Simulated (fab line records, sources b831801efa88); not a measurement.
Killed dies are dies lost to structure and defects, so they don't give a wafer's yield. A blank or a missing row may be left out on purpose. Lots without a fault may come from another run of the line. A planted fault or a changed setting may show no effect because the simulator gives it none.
A struck lot beside a sound one | flow gf180mcu | 23 steps out of a route of 602
Sound: wafers L616.1, L616.3, L616.6. Struck: wafers L613.2, L613.5, L613.6. The cause comes at the end.
At each step with rows: each side's tool, then ch and its chambers, then its first start. Under that, the readings that differ: sound wafers | struck wafers | difference of the means | sigmas: that difference in standard deviations of wafers without a fault.
alike: readings whose means differ by less than 2 such deviations, and words and numbers that are the same on both sides. not compared: withheld readings, readings that some wafer has no value for, bounds like >300 that may hide the same value, and numbers for which the record gives no deviation and whose values overlap.
The two part at a step that has a row with sigmas, a row that says differs or no value, or rows on one side only. Numbers that don't overlap but have no deviation are shown without sigmas and don't part them. A reading that every wafer of one side lacks parts them only if that side has two wafers or more.

GF_V3_RS_MEAS_24: measures by four-point-probe.
  sound on film_metro-04, day 27 02:56; struck on film_metro-02, day 26 06:54
  alike: V3_W_RS
GF_V3_THK_MEAS_25: measures by xrf.
  sound on film_metro-04, day 27 03:04; struck on film_metro-02, day 26 07:01
  alike: V3_W_THK
GF_V3_CMP_26: polishes, stops on SiO2, t overpolish 15 s, target thk 0 nm.
  sound on cmp-01 ch 0,1,3, day 27 03:07; struck on cmp-02 ch 0,1,3, day 26 07:10
  alike: motor_current_A, overpolish_run_s, retaining_ring_pressure_frac, time_to_endpoint_s
GF_M4_SPUTTER_00: material Ti, target thk 37.5 nm, time 150 s.
  sound on pvd_sputter-01, day 27 03:25; struck on pvd_sputter-01, day 26 07:22
  alike: throttle_valve_pct
GF_M4_SPUTTER_01: material TiN, target thk 30 nm, time 25 s.
  sound on pvd_sputter-01, day 27 03:31; struck on pvd_sputter-01, day 26 07:28
  alike: throttle_valve_pct
GF_M4_SPUTTER_02: material AlCu, target thk 450 nm, time 23.9 s.
  sound on pvd_sputter-01, day 27 03:33; struck on pvd_sputter-01, day 26 07:29
  alike: throttle_valve_pct
then, 1 step without rows for these wafers: GF_M4_SPUTTER_03 (material Ti, target thk 10 nm, time 6.7 s).
GF_M4_SPUTTER_04: material TiN, target thk 50 nm, time 41.7 s.
  sound on pvd_sputter-01, day 27 03:36; struck on pvd_sputter-01, day 26 07:32
  alike: throttle_valve_pct
GF_M4_RS_MEAS_05: measures by four-point-probe.
  sound on film_metro-02, day 27 03:38; struck on film_metro-02, day 26 07:36
  alike: M4_ALCU_RS
GF_M4_THK_MEAS_06: measures by xrf.
  sound on film_metro-02, day 27 03:46; struck on film_metro-02, day 26 07:43
  alike: M4_ALCU_THK
then, 2 steps without rows for these wafers: GF_M4_DEHYDRATE_07 (time 60 s); GF_M4_HMDS_08 (prime time 60 s).
GF_M4_COAT_09: resist thk 1000 nm.
  sound on litho_track-04 ch 0, day 27 13:50; struck on litho_track-01 ch 0, day 26 17:28
  reading                             | sound          | struck            | difference | sigmas
  dispense_pressure_kPa (kPa)         | 54 54 54       | 47 47 47          | -7         | -2
  model.KrF_of_M4_COAT_09.thk_nm (nm) | 1000 1003 1003 | 966.8 970.5 966.6 | -34.0      |
then, 4 steps without rows for these wafers: GF_M4_SOFTBAKE_10 (time 60 s); GF_M4_EXPOSE_11 (exposes mask Metal4, target cd 280 nm); GF_M4_PEB_12 (peb time 90 s); GF_M4_DEVELOP_13 (develop time 60 s).
GF_M4_CD_MEAS_14: target cd 280 nm.
  sound on cd_sem-02, day 28 00:11; struck on cd_sem-02, day 27 03:30
  reading    | sound             | struck            | difference | sigmas
  cd_nm (nm) | 282.0 283.4 281.6 | 278.0 278.1 279.0 | -4.0       | -3
GF_M4_OVL_MEAS_15:
  sound on overlay-02, day 28 00:18; struck on overlay-02, day 27 03:37
  alike: M4_OVL
GF_M4_METAL_ETCH_16: etches the open film in Cl2/BCl3, stops on SiO2, target depth 750.8 nm, time 125.1 s.
  sound on rie_metal-02 ch 0, day 28 00:20; struck on rie_metal-02 ch 0, day 27 03:41
  reading                             | sound             | struck            | difference | sigmas
  model.KrF_of_M4_COAT_09.thk_nm (nm) | 691.2 691.5 692.3 | 653.2 654.8 652.4 | -38.2      |
  alike: drypump_motor_current_A, oes_product_au, rf_fwd_power_W, throttle_valve_pct
  not compared: rf_hours_counter_h
GF_M4_STRIP_17: strips in O2/N2.
  sound on plasma_asher-03 ch 0,1, day 28 00:28; struck on plasma_asher-01 ch 0,1, day 27 03:54
  reading                      | sound             | struck            | difference | sigmas
  oes_product_au (a.u.)        | 0.540 0.533 0.543 | 0.529 0.522 0.529 | -0.012     | -3
  strip_time_to_endpoint_s (s) | 7.46 7.44 7.47    | 7.06 7.10 7.08    | -0.38      | -9
  alike: drypump_motor_current_A, heater_power_w
  not compared: rf_hours_counter_h
then, 1 step without rows for these wafers: GF_M4_STRIP_18 (strips in post etch residue remover, time 1200 s).
-- the record jumps here: 5 days lie between the struck wafers' starts before and after (it left off in module M4 and takes up again in module PASSIVATION, whose first step shown is number 602 of the route) --
GF_PASSIVATION_PROBE_99:
  the record has rows for the struck wafers here (prober-01, day 32 05:14) and none for the sound ones

WHERE THEY PART
First at GF_M4_COAT_09; last, within this record, at GF_PASSIVATION_PROBE_99.

WHY: what the simulator had put in
Process parameter drift: litho_track-01, from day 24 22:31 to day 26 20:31, at GF_M4_COAT_09. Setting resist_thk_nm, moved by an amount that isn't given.
